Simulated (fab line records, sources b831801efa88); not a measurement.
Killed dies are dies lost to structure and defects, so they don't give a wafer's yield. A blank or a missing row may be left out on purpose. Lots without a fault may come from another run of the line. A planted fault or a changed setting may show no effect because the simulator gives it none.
Which tool did it? | flow sky130 | 13 lots, 37 wafers sampled, at 4 steps of a route of 708

WHAT THE GAUGES READ, wafer by wafer
SKY_VIA4_OVL_MEAS_11. Usual: VIA4_OVL -0.7 nm, standard deviation 1.3.
lot  | measured     | on         | VIA4_OVL (nm)  | flag
L591 | day 43 03:54 | overlay-02 | 0.7 -1.0 -0.4  |
L593 | day 43 23:14 | overlay-01 | -0.3 -1.1 -1.5 |
L594 | day 44 03:26 | overlay-01 | -0.8 -0.7 -0.7 |
L595 | day 44 05:33 | overlay-02 | -0.5 -0.1 -0.7 |
L601 | day 45 23:39 | overlay-02 | 0.4 1.2        |
L603 | day 46 11:40 | overlay-01 | 0.5 0.9        |
L605 | day 46 15:31 | overlay-01 | 0.8 -0.3 0.0   |
L606 | day 46 21:32 | overlay-01 | 0.2 -1.0 -1.3  |
L607 | day 47 03:45 | overlay-01 | 0.3 0.4 0.5    |
L608 | day 47 12:32 | overlay-02 | -2.7 -1.9 -2.0 |
L609 | day 47 17:03 | overlay-02 | -1.8 -1.8 -2.0 |
L612 | day 48 12:15 | overlay-02 | -0.9 -1.0 -1.6 |
L614 | day 48 18:56 | overlay-02 | -1.9 -0.7 -1.4 |

WHICH TOOL RAN EACH LOT (tool, then ch and the chambers of the sampled wafers, then the start)
lot  | SKY_METAL2_STRIP_20                  | SKY_VIA4_CMP_02               | SKY_VIA4_SOFTBAKE_07
L591 | plasma_asher-03 ch 0,1, day 35 11:47 | cmp-01 ch 0,1,2, day 42 05:01 | litho_track-01 ch 0, day 42 16:13
L593 | plasma_asher-01 ch 0,1, day 36 11:21 | cmp-02 ch 0,1,3, day 43 00:22 | litho_track-04 ch 0, day 43 11:59
L594 | plasma_asher-01 ch 0,1, day 36 13:14 | cmp-01 ch 0,1, day 43 04:47   | litho_track-01 ch 0, day 43 15:59
L595 | plasma_asher-03 ch 0, day 36 15:59   | cmp-01 ch 1,2,3, day 43 06:41 | litho_track-01 ch 0, day 43 18:13
L601 | plasma_asher-03 ch 0,1, day 38 20:26 | cmp-02 ch 1,2, day 45 01:50   | litho_track-04 ch 0, day 45 13:07
L603 | plasma_asher-03 ch 0,1, day 39 06:58 | cmp-02 ch 2,3, day 45 14:28   | litho_track-04 ch 0, day 46 01:23
L605 | plasma_asher-01 ch 0,1, day 39 13:59 | cmp-01 ch 1,2, day 45 17:43   | litho_track-02 ch 0, day 46 05:16
L606 | plasma_asher-01 ch 0,1, day 39 21:42 | cmp-02 ch 1,2, day 46 00:40   | litho_track-02 ch 0, day 46 11:22
L607 | plasma_asher-01 ch 0,1, day 40 05:29 | cmp-01 ch 0,2,3, day 46 07:12 | litho_track-02 ch 0, day 46 17:47
L608 | plasma_asher-01 ch 0,1, day 40 15:26 | cmp-01 ch 1,2,3, day 46 15:53 | litho_track-02 ch 0, day 47 02:37
L609 | plasma_asher-02 ch 0,1, day 40 18:29 | cmp-01 ch 1,2,3, day 46 20:25 | litho_track-01 ch 0, day 47 07:16
L612 | plasma_asher-03 ch 0,1, day 41 18:38 | cmp-01 ch 0,2, day 47 17:46   | litho_track-01 ch 0, day 48 03:04
L614 | plasma_asher-01 ch 0,1, day 42 04:56 | cmp-02 ch 0,2,3, day 48 00:14 | litho_track-01 ch 0, day 48 09:41
- SKY_METAL2_STRIP_20: strips in O2/N2.
- SKY_VIA4_CMP_02: polishes SiO2.
- SKY_VIA4_SOFTBAKE_07: time 60 s.

WHAT THE TOOLS THEMSELVES READ (means of the sampled wafers that have a number; where no wafer has one, the mark that the record gives instead)
SKY_METAL2_STRIP_20. Usual: drypump_motor_current_A 5.7 A, standard deviation 0.37; oes_product_au 0.340 a.u., standard deviation 0.0052; strip_time_to_endpoint_s 2.64 s, standard deviation 0.052.
lot  | tool            | drypump_motor_current_A (A) | oes_product_au (a.u.) | strip_time_to_endpoint_s (s) | flag
L591 | plasma_asher-03 | 5.4                         | 0.341                 | 2.62                         |
L593 | plasma_asher-01 | 5.5                         | 0.338                 | 2.55                         |
L594 | plasma_asher-01 | 5.4                         | 0.333                 | 2.67                         |
L595 | plasma_asher-03 | 5.3                         | 0.336                 | 2.66                         |
L601 | plasma_asher-03 | 5.5                         | 0.342                 | 2.67                         |
L603 | plasma_asher-03 | 5.5                         | 0.336                 | 2.66                         |
L605 | plasma_asher-01 | 5.4                         | 0.338                 | 2.69                         |
L606 | plasma_asher-01 | 5.5                         | 0.336                 | 2.58                         |
L607 | plasma_asher-01 | 5.5                         | 0.337                 | 2.66                         |
L608 | plasma_asher-01 | 5.5                         | 0.340                 | 2.59                         |
L609 | plasma_asher-02 | 6.3                         | 0.344                 | 2.70                         |
L612 | plasma_asher-03 | 5.4                         | 0.340                 | 2.60                         |
L614 | plasma_asher-01 | 5.5                         | 0.340                 | 2.66                         |

SKY_VIA4_CMP_02. Usual: motor_current_A 12.8 A, standard deviation 1.1.
lot  | tool   | motor_current_A (A) | flag
L591 | cmp-01 | 12.5                |
L593 | cmp-02 | 12.3                |
L594 | cmp-01 | 12.6                |
L595 | cmp-01 | 12.9                |
L601 | cmp-02 | 12.9                |
L603 | cmp-02 | 11.4                |
L605 | cmp-01 | 12.9                |
L606 | cmp-02 | 12.3                |
L607 | cmp-01 | 12.7                |
L608 | cmp-01 | 13.0                |
L609 | cmp-01 | 13.5                |
L612 | cmp-01 | 12.5                |
L614 | cmp-02 | 12.7                |

SKY_VIA4_SOFTBAKE_07. Usual: run_length_s 89.11 s, standard deviation 0.29.
lot  | tool           | run_length_s (s) | flag
L591 | litho_track-01 | 88.88            |
L593 | litho_track-04 | 89.43            |
L594 | litho_track-01 | 88.93            |
L595 | litho_track-01 | 88.88            |
L601 | litho_track-04 | 90.70            | OFF
L603 | litho_track-04 | 90.69            | OFF
L605 | litho_track-02 | 88.90            |
L606 | litho_track-02 | 88.98            |
L607 | litho_track-02 | 88.90            |
L608 | litho_track-02 | 88.86            |
L609 | litho_track-01 | 88.96            |
L612 | litho_track-01 | 88.90            |
L614 | litho_track-01 | 88.96            |

THE ANSWER, worked out from the rows above alone
Rule: a lot is off if the mean of its wafers that have a number lies more than 3 standard deviations from the usual mean. A lot without any number at a reading at which 4 lots or more have one is off too. The other lots that the step has rows for count as sound. The gauges are gone through in route order, then the tools' own readings, and for those a lot's mean is taken as printed above. The first step at which some lot is off is used, and at that step the reading that is off furthest; a lot without a number counts as furthest.
Off: L601, L603, at SKY_VIA4_SOFTBAKE_07 (run_length_s).
A tool fits if, at that step or a process step before it, it ran every lot that is off, and no sound lot after the first of them. One fits: litho_track-04 at SKY_VIA4_SOFTBAKE_07. Its last sound lot is L593 (day 43 11:59), its first lot that is off L601 (day 45 13:07): a fault that began between those two fits.
The tool's own readings at SKY_VIA4_SOFTBAKE_07 bear it out: on the lots that are off they differ by more than 5 times the standard deviation of the sound lots' means. run_length_s reads 90.69 s there against 88.96 s on the sound lots.

WHAT THE SIMULATOR HAD PUT IN
Process parameter drift: litho_track-04, from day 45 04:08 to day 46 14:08, at SKY_VIA4_SOFTBAKE_07. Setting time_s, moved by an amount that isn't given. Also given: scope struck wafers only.
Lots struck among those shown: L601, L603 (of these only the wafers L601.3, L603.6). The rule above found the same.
